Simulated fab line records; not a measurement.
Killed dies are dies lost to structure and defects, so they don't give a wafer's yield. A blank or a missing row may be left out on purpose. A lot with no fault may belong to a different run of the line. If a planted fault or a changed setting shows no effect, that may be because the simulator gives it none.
Comparing a struck lot with a sound one -- flow gf180mcu -- 15 out of 602 route steps
Sound: wafers L139.1, L139.4, L139.6. Wafers L146.5, L146.6 were the ones struck. The cause is named last.
At each step with rows: each side's tool, then ch and its chambers, then its first start. Under that, the readings that differ: sound wafers -- struck wafers -- difference of the means -- sigmas: that difference in standard deviations of wafers without a fault.
alike: a reading whose means differ by less than 2 such deviations, as well as words and numbers matching on both sides. not compared: withheld readings; readings where some wafer has no value; bounds like >300 that might hide an equal value; numbers whose values overlap and for which the record gives no deviation.
The two part at a step that has a row with sigmas, a row that says differs or no value, or rows on one side only. Non-overlapping numbers with no deviation appear without sigmas and do not part them. Lack of a reading on every wafer of one side parts them only where that side has two or more wafers.

GF_M2_SPUTTER_04: material TiN, target thk 50 nm, time 41.7 s.
  sound on pvd sputter-01, day 18 00:31; struck on pvd sputter-04, day 20 08:59
  alike: throttle valve pct
GF_M2_RS_MEAS_05: uses a four-point probe to measure.
  sound on film metro-04, day 18 00:33; struck on film metro-01, day 20 09:05
  alike: M2_ALCU_RS
GF_M2_THK_MEAS_06: measures by xrf.
  sound on film metro-04, day 18 00:40; struck on film metro-01, day 20 09:10
  alike: M2_ALCU_THK
then, 7 steps without rows for these wafers: GF_M2_DEHYDRATE_07 (time 60 s); GF_M2_HMDS_08 (prime time 60 s); GF_M2_COAT_09 (resist thk 1000 nm); GF_M2_SOFTBAKE_10 (time 60 s); GF_M2_EXPOSE_11 (exposes mask Metal2, target cd 280 nm); GF_M2_PEB_12 (peb time 90 s); GF_M2_DEVELOP_13 (develop time 60 s).
GF_M2_CD_MEAS_14 targets a cd of 280 nm.
  sound on cd sem-01, day 18 23:37; struck on cd sem-02, day 21 09:27
  alike: cd nm
GF_M2_OVL_MEAS_15:
  sound on overlay-02, day 18 23:44; struck on overlay-01, day 21 09:31
  alike: M2_OVL
GF_M2_METAL_ETCH_16: etches the open film in Cl2/BCl3, stops on SiO2, target depth 750.8 nm, time 125.1 s.
  sound on rie metal-03 ch 0,1, day 18 23:46; struck on rie metal-02 ch 0,1, day 21 09:37
reading,sound,struck,difference,sigmas
oes product au (a.u.),0.994 0.984 0.988,0.724 0.730,-0.262,-51
throttle valve pct (%),28.233 28.223 28.233,28.538 28.511,+0.295,+29
model.KrF_of_M2_COAT_09.thk nm (nm),683.7 679.4 683,815.3 812.2,+131.7,
  alike: chamber pressure mTorr, drypump motor current A
  not compared: rf hours counter h
GF_M2_STRIP_17: strips in O2/N2.
  sound on plasma asher-01 ch 0,1, day 18 23:54; struck on plasma asher-03 ch 0,1, day 21 09:43
reading,sound,struck,difference,sigmas
oes product au (a.u.),0.533 0.534 0.539,0.587 0.583,+0.050,+10
strip time to endpoint s (s),7.37 7.33 7.37,8.65 8.62,+1.28,+28
  alike: chamber pressure mTorr, drypump motor current A, heater power w, platen temp c
  not compared: rf hours counter h
then, 1 step without rows for these wafers: GF_M2_STRIP_18 (strips in post etch residue remover, time 1200 s).

== WHERE THEY PART ==
Earliest at GF_M2_METAL_ETCH_16; latest, in this record, at GF_M2_STRIP_17.

WHY: what the simulator had put in
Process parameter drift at GF_M2_METAL_ETCH_16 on rie metal-02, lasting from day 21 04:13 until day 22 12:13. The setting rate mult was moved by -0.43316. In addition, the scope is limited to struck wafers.
